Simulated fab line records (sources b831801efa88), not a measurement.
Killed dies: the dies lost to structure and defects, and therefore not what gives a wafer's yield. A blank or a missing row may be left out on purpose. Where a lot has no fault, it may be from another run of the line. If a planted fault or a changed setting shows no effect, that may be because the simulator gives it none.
Which tool is to blame? | flow gf180mcu | 39 wafers from 13 lots sampled at 5 of the route's 602 steps

== WHAT THE GAUGES SHOWED, per wafer ==
GF_STI_THK_MEAS_04.
lot  | measured    | on           | STI_CVD_03_THK (nm)
L438 | day 1 13:43 | filmMetro-01 | 209.3 209.9 208.4
L440 | day 1 23:34 | filmMetro-02 | 205.3 207.4 205.9
L441 | day 2 09:18 | filmMetro-02 | 208.6 207.7 208.1
L444 | day 2 21:26 | filmMetro-01 | 208.9 207.9 207.4
L445 | day 3 00:35 | filmMetro-04 | 204.1 206.8 205.7
L446 | day 3 05:34 | filmMetro-02 | 207.3 208.0 207.6
L448 | day 3 15:34 | filmMetro-02 | 208.2 208.9 207.1
L450 | day 4 02:33 | filmMetro-04 | 205.8 206.4 205.7
L453 | day 4 16:34 | filmMetro-01 | 205.9 206.7 206.0
L455 | day 5 03:55 | filmMetro-01 | 208.5 210.8 209.4
L456 | day 5 07:34 | filmMetro-01 | 208.2 209.2 208.0
L457 | day 5 13:01 | filmMetro-04 | 205.2 204.7 204.5
L460 | day 6 03:34 | filmMetro-04 | 211.8 211.6 212.6

GF_STI_THK_MEAS_24.
lot  | measured    | on           | STI_CVD_23_THK (nm)
L438 | day 2 04:45 | filmMetro-01 | 655 643 639
L440 | day 2 13:15 | filmMetro-02 | 659 637 649
L441 | day 2 22:12 | filmMetro-02 | 635 647 639
L444 | day 3 11:38 | filmMetro-01 | 640 647 642
L445 | day 3 15:17 | filmMetro-01 | 650 657 658
L446 | day 3 20:24 | filmMetro-01 | 649 663 648
L448 | day 4 07:26 | filmMetro-01 | 640 651 649
L450 | day 4 18:07 | filmMetro-04 | 652 655 657
L453 | day 5 08:08 | filmMetro-01 | 650 650 655
L455 | day 5 19:58 | filmMetro-04 | 650 659 644
L456 | day 5 23:55 | filmMetro-02 | 644 645 642
L457 | day 6 05:35 | filmMetro-01 | 657 643 653
L460 | day 6 19:29 | filmMetro-04 | 655 652 646

GF_HV_LDD_CD_MEAS_07 targets a cd of 400 nm.
lot  | measured     | on       | cdNm (nm)
L438 | day 10 02:28 | cdSem-01 | 401.8 401.1 399.0
L440 | day 10 11:57 | cdSem-02 | 399.3 397.8 399.8
L441 | day 11 04:19 | cdSem-02 | 413.3 413.4 414.7
L444 | day 11 16:56 | cdSem-02 | 401.9 401.5 399.7
L445 | day 12 01:21 | cdSem-01 | 406.5 404.1 405.7
L446 | day 12 13:41 | cdSem-01 | 407.8 410.2 406.9
L448 | day 13 02:38 | cdSem-01 | 402.3 403.0 401.1
L450 | day 14 01:53 | cdSem-01 | 401.1 402.1 402.7
L453 | day 14 15:02 | cdSem-02 | 401.9 403.5 402.4
L455 | day 15 05:13 | cdSem-01 | 397.4 396.6 397.9
L456 | day 15 10:03 | cdSem-02 | 399.0 400.3 402.3
L457 | day 15 17:56 | cdSem-02 | 397.7 398.8 396.7
L460 | day 16 14:18 | cdSem-01 | 400.1 400.1 402.0

== WHICH TOOL RAN EACH LOT (tool, then ch and the chambers of the sampled wafers, then the start) ==
lot  | GF_STI_ETCH_14                 | GF_HV_LDD_DEVELOP_06
L438 | rieSi-02 ch 0,1,2, day 2 01:23 | lithoTrack-03 ch 0, day 10 02:20
L440 | rieSi-02 ch 0,3, day 2 10:41   | lithoTrack-03 ch 0, day 10 11:48
L441 | rieSi-01 ch 1,2, day 2 20:23   | lithoTrack-03 ch 0, day 11 04:11
L444 | rieSi-02 ch 0,2,3, day 3 09:50 | lithoTrack-01 ch 0, day 11 16:47
L445 | rieSi-01 ch 0,2, day 3 12:50   | lithoTrack-03 ch 0, day 12 01:12
L446 | rieSi-01 ch 1,3, day 3 18:26   | lithoTrack-03 ch 0, day 12 13:29
L448 | rieSi-01 ch 0,1,3, day 4 04:52 | lithoTrack-01 ch 0, day 13 02:29
L450 | rieSi-02 ch 0,2,3, day 4 16:20 | lithoTrack-01 ch 0, day 14 01:44
L453 | rieSi-02 ch 0,1,3, day 5 06:20 | lithoTrack-01 ch 0, day 14 14:53
L455 | rieSi-02 ch 0,1,3, day 5 18:10 | lithoTrack-03 ch 0, day 15 05:05
L456 | rieSi-02 ch 1,2, day 5 22:06   | lithoTrack-03 ch 0, day 15 09:54
L457 | rieSi-01 ch 1,2,3, day 6 03:26 | lithoTrack-03 ch 0, day 15 17:47
L460 | rieSi-01 ch 0,1,2, day 6 17:41 | lithoTrack-02 ch 0, day 16 14:10
- GF_STI_ETCH_14: etches Si in HBr/Cl2/O2, target depth 360 nm, time 102.9 s.
- GF_HV_LDD_DEVELOP_06: develop time 60 s.

== WHAT THE TOOLS THEMSELVES READ (means of the sampled wafers that have a number; where no wafer has one, the mark that the record gives instead) ==
GF_STI_ETCH_14.
lot  | tool     | chamberPressureMTorr (mTorr) | drypumpMotorCurrentA (A) | oesProductAu (a.u.) | throttleValvePct (%)
L438 | rieSi-02 | 14.992                       | 5.8                      | 1.000               | 25.654
L440 | rieSi-02 | 15.014                       | 5.5                      | 0.997               | 25.658
L441 | rieSi-01 | 14.996                       | 5.9                      | 0.994               | 25.666
L444 | rieSi-02 | 14.995                       | 5.6                      | 1.007               | 25.643
L445 | rieSi-01 | 15.003                       | 5.6                      | 0.991               | 25.668
L446 | rieSi-01 | 15.001                       | 5.3                      | 1.006               | 25.642
L448 | rieSi-01 | 15.003                       | 5.5                      | 0.996               | 25.659
L450 | rieSi-02 | 14.995                       | 5.6                      | 1.002               | 25.654
L453 | rieSi-02 | 14.995                       | 5.7                      | 0.992               | 25.662
L455 | rieSi-02 | 14.989                       | 5.8                      | 1.005               | 25.655
L456 | rieSi-02 | 14.980                       | 6.0                      | 1.000               | 25.661
L457 | rieSi-01 | 15.015                       | 5.6                      | 1.003               | 25.657
L460 | rieSi-01 | 15.012                       | 5.7                      | 0.986               | 25.665

GF_HV_LDD_DEVELOP_06.
lot  | tool          | developerTempC (C) | exhaustPa (Pa)
L438 | lithoTrack-03 | 22.92              | 45.8
L440 | lithoTrack-03 | 22.93              | 44.6
L441 | lithoTrack-03 | 20.72              | 45.0
L444 | lithoTrack-01 | 23.10              | 45.3
L445 | lithoTrack-03 | 20.66              | 44.6
L446 | lithoTrack-03 | 20.80              | 44.0
L448 | lithoTrack-01 | 22.98              | 45.0
L450 | lithoTrack-01 | 22.97              | 45.2
L453 | lithoTrack-01 | 23.10              | 44.2
L455 | lithoTrack-03 | 22.93              | 44.2
L456 | lithoTrack-03 | 23.12              | 44.9
L457 | lithoTrack-03 | 22.94              | 43.6
L460 | lithoTrack-02 | 22.94              | 44.7

== THE ANSWER, worked out from the rows above alone ==
Rule: the usual values come from the lots themselves. The widest of any qualifying gaps counts: lots, ordered by their means at a reading, are off when they make up no more than a third of the lots, leave a main group of 4 or more, and stand apart from it by 3 or more times the standard deviation of that group's means. A main group is skipped when, at the precision printed for the reading in the tables above, its means are all equal. A lot without any number at a reading at which 4 lots or more have one is off too. Where the step has rows for the other lots, those lots are counted as sound. Order of review: gauges by route order, followed by the tools' own readings, for which a lot's mean as printed above is used. At the first step where some lot is off, the reading lying furthest off is the one used; lots without a number count as furthest.
Off at GF_HV_LDD_DEVELOP_06 (developerTempC): L441, L445, L446. Mean 22.99 C and standard deviation 0.077 in the main group.
A tool fits if, at that step or a process step before it, it ran every lot that is off, and no sound lot after the first of them. None of those tried fits.

== WHAT THE SIMULATOR HAD INSERTED ==
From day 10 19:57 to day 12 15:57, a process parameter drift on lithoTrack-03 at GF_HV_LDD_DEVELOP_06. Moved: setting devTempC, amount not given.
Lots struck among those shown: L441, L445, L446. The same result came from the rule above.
